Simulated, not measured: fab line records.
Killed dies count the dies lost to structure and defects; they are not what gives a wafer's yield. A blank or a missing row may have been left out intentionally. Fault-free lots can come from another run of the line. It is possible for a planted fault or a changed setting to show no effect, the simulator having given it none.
fab line records / flow sfq_line
record: lots: 14 wafers: 42 last_day: 83
route steps=325 shown I4@163
lots that met no fault: taken from a fault-free run of the same line
start_h: hours from the record's first day to the start of the lot's first wafer shown / wait_h: hours from the lot's prior step to this one / " unchanged from the row above / L1.1+2: one row covering several wafers at once / - value missing, or start not given / * or withheld: withheld / < > ~ a bound
route shown NAME@n: NAME is a module with steps in the file, n the number in the route of the first one / usual: mean and standard deviation over wafers with no fault / same: alike in all rows / chamber/n: place in a boat / sites: each site's reading / _std_site: the values' standard deviation / _edge_site: mean of outer sites minus mean of inner sites / radius_mm: for every site, how far away it sits from the centre of the wafer / mask NAME#n: copy n / behind: the tool/chamber that last shaped the wafer / hold: what put the lot on hold/how long, in hours/how the hold closed / device: the transistor (n, p or np) that didn't switch / end of line: the same wafers' tests at the end of the route / a step given without rows: its recipe and nothing more / killed: dies that structure and defects cost at the first sort, which is not the same as the wafer's yield / map: dies across one wafer; x = killed, . = not, _ = none there
set.NAME: setting as actually run; set.NAME@STEP: the setting as run at that earlier step / model.NAME: the simulator's own value behind a step, which no gauge read
a sample of lots followed through the steps of the route, with each step as a table and each wafer as a row
services: a tool's chamber out of use, with start hour (start_h, from the record's first day; less than 0 if before it), hours out, and reason
== steps ==
step: SFQ_TRILAYER_I4_DEP_PECVD_099
recipe: material: SiO2 temp_c: 150 time_s: 111.11 pressure_torr: 2.4 rf_w: 183.3 precursor: SiH4/N2O target_thk_nm: 500
usual: heater_power_w: 79/14 rf_fwd_power_W: 182.2/0.68 showerhead_vpp_V: 817/25 throttle_valve_pct: 24.4/1.2
lot.wafer=L635.2 tool=pecvd-04 chamber=2 start_h=937.33 wait_h=0.0 heater_power_w=81 rf_fwd_power_W=182.1 showerhead_vpp_V=809 throttle_valve_pct=26.8
lot.wafer=L635.5 tool=pecvd-04 chamber=1 start_h=937.33 wait_h=0.0 heater_power_w=75 rf_fwd_power_W=183.4 showerhead_vpp_V=832 throttle_valve_pct=23.7
lot.wafer=L635.6 tool=pecvd-04 chamber=2 start_h=937.33 wait_h=0.0 heater_power_w=82 rf_fwd_power_W=181.8 showerhead_vpp_V=810 throttle_valve_pct=27.0
lot.wafer=L637.1 tool=pecvd-03 chamber=2 start_h=967.43 wait_h=0.0 heater_power_w=77 rf_fwd_power_W=181.9 showerhead_vpp_V=844 throttle_valve_pct=23.2
lot.wafer=L637.4 tool=pecvd-03 chamber=1 start_h=967.43 wait_h=0.0 heater_power_w=79 rf_fwd_power_W=182.3 showerhead_vpp_V=796 throttle_valve_pct=22.2
lot.wafer=L637.5 tool=pecvd-03 chamber=0 start_h=967.43 wait_h=0.0 heater_power_w=88 rf_fwd_power_W=181.1 showerhead_vpp_V=879 throttle_valve_pct=23.2
lot.wafer=L638.1 tool=pecvd-01 chamber=1 start_h=971.01 wait_h=0.0 heater_power_w=77 rf_fwd_power_W=182.4 showerhead_vpp_V=794 throttle_valve_pct=23.0
lot.wafer=L638.2 tool=pecvd-01 chamber=2 start_h=971.01 wait_h=0.0 heater_power_w=59 rf_fwd_power_W=182.3 showerhead_vpp_V=783 throttle_valve_pct=25.1
lot.wafer=L638.3 tool=pecvd-01 chamber=1 start_h=971.01 wait_h=0.0 heater_power_w=80 rf_fwd_power_W=181.2 showerhead_vpp_V=789 throttle_valve_pct=22.9
lot.wafer=L639.1 tool=pecvd-03 chamber=2 start_h=973.41 wait_h=0.0 heater_power_w=67 rf_fwd_power_W=182.0 showerhead_vpp_V=837 throttle_valve_pct=23.0
lot.wafer=L639.4 tool=pecvd-03 chamber=1 start_h=973.41 wait_h=0.0 heater_power_w=80 rf_fwd_power_W=182.0 showerhead_vpp_V=799 throttle_valve_pct=22.1
lot.wafer=L639.6 tool=pecvd-03 chamber=2 start_h=973.41 wait_h=0.0 heater_power_w=72 rf_fwd_power_W=180.9 showerhead_vpp_V=834 throttle_valve_pct=22.9
lot.wafer=L640.1 tool=pecvd-04 chamber=1 start_h=1014.71 wait_h=0.0 heater_power_w=79 rf_fwd_power_W=182.5 showerhead_vpp_V=847 throttle_valve_pct=24.0
lot.wafer=L640.3 tool=pecvd-04 chamber=2 start_h=1014.71 wait_h=0.0 heater_power_w=70 rf_fwd_power_W=182.6 showerhead_vpp_V=801 throttle_valve_pct=27.0
lot.wafer=L640.5 tool=pecvd-04 chamber=0 start_h=1014.71 wait_h=0.0 heater_power_w=72 rf_fwd_power_W=182.1 showerhead_vpp_V=834 throttle_valve_pct=24.5
lot.wafer=L641.1 tool=pecvd-01 chamber=0 start_h=1067.63 wait_h=0.0 heater_power_w=98 rf_fwd_power_W=182.3 showerhead_vpp_V=784 throttle_valve_pct=24.4
lot.wafer=L641.3 tool=pecvd-01 chamber=2 start_h=1067.63 wait_h=0.0 heater_power_w=59 rf_fwd_power_W=183.4 showerhead_vpp_V=773 throttle_valve_pct=25.4
lot.wafer=L641.6 tool=pecvd-01 chamber=2 start_h=1067.63 wait_h=0.0 heater_power_w=58 rf_fwd_power_W=182.5 showerhead_vpp_V=791 throttle_valve_pct=25.0
lot.wafer=L643.1 tool=pecvd-03 chamber=2 start_h=1087.88 wait_h=0.0 heater_power_w=78 rf_fwd_power_W=181.9 showerhead_vpp_V=826 throttle_valve_pct=23.7
lot.wafer=L643.4 tool=pecvd-03 chamber=1 start_h=1087.88 wait_h=0.0 heater_power_w=76 rf_fwd_power_W=182.9 showerhead_vpp_V=802 throttle_valve_pct=22.1
lot.wafer=L643.6 tool=pecvd-03 chamber=0 start_h=1087.88 wait_h=0.0 heater_power_w=90 rf_fwd_power_W=182.2 showerhead_vpp_V=867 throttle_valve_pct=23.5
lot.wafer=L647.1 tool=pecvd-04 chamber=0 start_h=1114.29 wait_h=0.0 heater_power_w=60 rf_fwd_power_W=211.1 showerhead_vpp_V=891 throttle_valve_pct=24.6
lot.wafer=L647.3 tool=pecvd-04 chamber=0 start_h=1114.29 wait_h=0.0 heater_power_w=62 rf_fwd_power_W=211.5 showerhead_vpp_V=888 throttle_valve_pct=24.8
lot.wafer=L647.6 tool=pecvd-04 chamber=1 start_h=1114.29 wait_h=0.0 heater_power_w=93 rf_fwd_power_W=182.6 showerhead_vpp_V=848 throttle_valve_pct=24.1
lot.wafer=L648.1 tool=pecvd-04 chamber=1 start_h=1120.28 wait_h=0.0 heater_power_w=83 rf_fwd_power_W=181.8 showerhead_vpp_V=832 throttle_valve_pct=24.1
lot.wafer=L648.5 tool=pecvd-04 chamber=0 start_h=1120.28 wait_h=0.0 heater_power_w=64 rf_fwd_power_W=210.9 showerhead_vpp_V=904 throttle_valve_pct=24.3
lot.wafer=L648.6 tool=pecvd-04 chamber=1 start_h=1120.28 wait_h=0.0 heater_power_w=87 rf_fwd_power_W=182.6 showerhead_vpp_V=843 throttle_valve_pct=23.9
lot.wafer=L652.2 tool=pecvd-03 chamber=2 start_h=1159.83 wait_h=0.0 heater_power_w=68 rf_fwd_power_W=182.6 showerhead_vpp_V=832 throttle_valve_pct=23.7
lot.wafer=L652.3 tool=pecvd-03 chamber=0 start_h=1159.83 wait_h=0.0 heater_power_w=104 rf_fwd_power_W=182.8 showerhead_vpp_V=866 throttle_valve_pct=24.1
lot.wafer=L652.5 tool=pecvd-03 chamber=0 start_h=1159.83 wait_h=0.0 heater_power_w=88 rf_fwd_power_W=181.6 showerhead_vpp_V=862 throttle_valve_pct=23.8
lot.wafer=L655.2 tool=pecvd-01 chamber=1 start_h=1183.97 wait_h=0.0 heater_power_w=88 rf_fwd_power_W=182.1 showerhead_vpp_V=796 throttle_valve_pct=23.6
lot.wafer=L655.3 tool=pecvd-01 chamber=0 start_h=1183.97 wait_h=0.0 heater_power_w=110 rf_fwd_power_W=182.0 showerhead_vpp_V=794 throttle_valve_pct=24.8
lot.wafer=L655.5 tool=pecvd-01 chamber=1 start_h=1183.97 wait_h=0.0 heater_power_w=75 rf_fwd_power_W=181.0 showerhead_vpp_V=788 throttle_valve_pct=23.8
lot.wafer=L656.3 tool=pecvd-01 chamber=1 start_h=1191.28 wait_h=0.0 heater_power_w=84 rf_fwd_power_W=182.6 showerhead_vpp_V=800 throttle_valve_pct=23.4
lot.wafer=L656.4 tool=pecvd-01 chamber=1 start_h=1191.28 wait_h=0.0 heater_power_w=86 rf_fwd_power_W=182.5 showerhead_vpp_V=788 throttle_valve_pct=23.6
lot.wafer=L656.5 tool=pecvd-01 chamber=0 start_h=1191.28 wait_h=0.0 heater_power_w=104 rf_fwd_power_W=183.5 showerhead_vpp_V=798 throttle_valve_pct=24.6
lot.wafer=L657.1 tool=pecvd-04 chamber=1 start_h=1193.71 wait_h=0.0 heater_power_w=89 rf_fwd_power_W=182.6 showerhead_vpp_V=847 throttle_valve_pct=24.0
lot.wafer=L657.2 tool=pecvd-04 chamber=2 start_h=1193.71 wait_h=0.0 heater_power_w=75 rf_fwd_power_W=182.3 showerhead_vpp_V=807 throttle_valve_pct=27.1
lot.wafer=L657.6 tool=pecvd-04 chamber=1 start_h=1193.71 wait_h=0.0 heater_power_w=91 rf_fwd_power_W=183.0 showerhead_vpp_V=833 throttle_valve_pct=23.8
lot.wafer=L658.4 tool=pecvd-01 chamber=2 start_h=1199.73 wait_h=0.0 heater_power_w=59 rf_fwd_power_W=183.6 showerhead_vpp_V=788 throttle_valve_pct=25.5
lot.wafer=L658.5 tool=pecvd-01 chamber=1 start_h=1199.73 wait_h=0.0 heater_power_w=83 rf_fwd_power_W=181.1 showerhead_vpp_V=785 throttle_valve_pct=23.4
lot.wafer=L658.6 tool=pecvd-01 chamber=0 start_h=1199.73 wait_h=0.0 heater_power_w=105 rf_fwd_power_W=182.7 showerhead_vpp_V=798 throttle_valve_pct=24.7
== services ==
tool=pecvd-03 chamber=- start_h=933.25 hours=14.0 kind=pm
tool=pecvd-03 chamber=0 start_h=933.25 hours=14.0 kind=vent_cycle
tool=pecvd-03 chamber=1 start_h=933.25 hours=14.0 kind=vent_cycle
tool=pecvd-03 chamber=2 start_h=933.25 hours=14.0 kind=vent_cycle
tool=pecvd-01 chamber=- start_h=938.18 hours=2.0 kind=repair
tool=pecvd-03 chamber=0 start_h=947.25 hours=- kind=clean
tool=pecvd-03 chamber=1 start_h=947.25 hours=- kind=clean
tool=pecvd-03 chamber=2 start_h=947.25 hours=- kind=clean
tool=pecvd-01 chamber=0 start_h=961.00 hours=31.0 kind=repair
tool=pecvd-01 chamber=- start_h=984.67 hours=0.5 kind=repair
tool=pecvd-01 chamber=- start_h=987.08 hours=0.5 kind=repair
tool=pecvd-03 chamber=- start_h=994.50 hours=2.9 kind=repair
tool=pecvd-01 chamber=- start_h=997.04 hours=0.7 kind=repair
tool=pecvd-01 chamber=- start_h=1003.35 hours=6.0 kind=pm
tool=pecvd-04 chamber=- start_h=1062.62 hours=0.4 kind=repair
tool=pecvd-04 chamber=2 start_h=1099.63 hours=22.5 kind=repair
tool=pecvd-03 chamber=- start_h=1124.70 hours=0.4 kind=repair
tool=pecvd-01 chamber=- start_h=1182.57 hours=0.7 kind=repair
== key ==
first_sign: step: SFQ_TRILAYER_I4_DEP_PECVD_099 reading: rf_fwd_power_W direction: up sigmas: 43 usual: 182.2 struck: 211.2
effect: step: SFQ_TRILAYER_I4_DEP_PECVD_099 reading: showerhead_vpp_V direction: up sigmas: 3.1 usual: 817 struck: 894
met_at SFQ_TRILAYER_I4_DEP_PECVD_099
struck_lots L647,L648
struck_wafers L647.1,L647.3,L648.5
onset_between 1014.71 1114.29
fault: kind: process_parameter_drift tool: pecvd-04 chamber: 0 onset_h: 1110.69 steps: SFQ_TRILAYER_I4_DEP_PECVD_099 channel: rf_w offset: 29.328 shape: step end_h: 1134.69 acts_in: these_recipes_only stated: 183.3
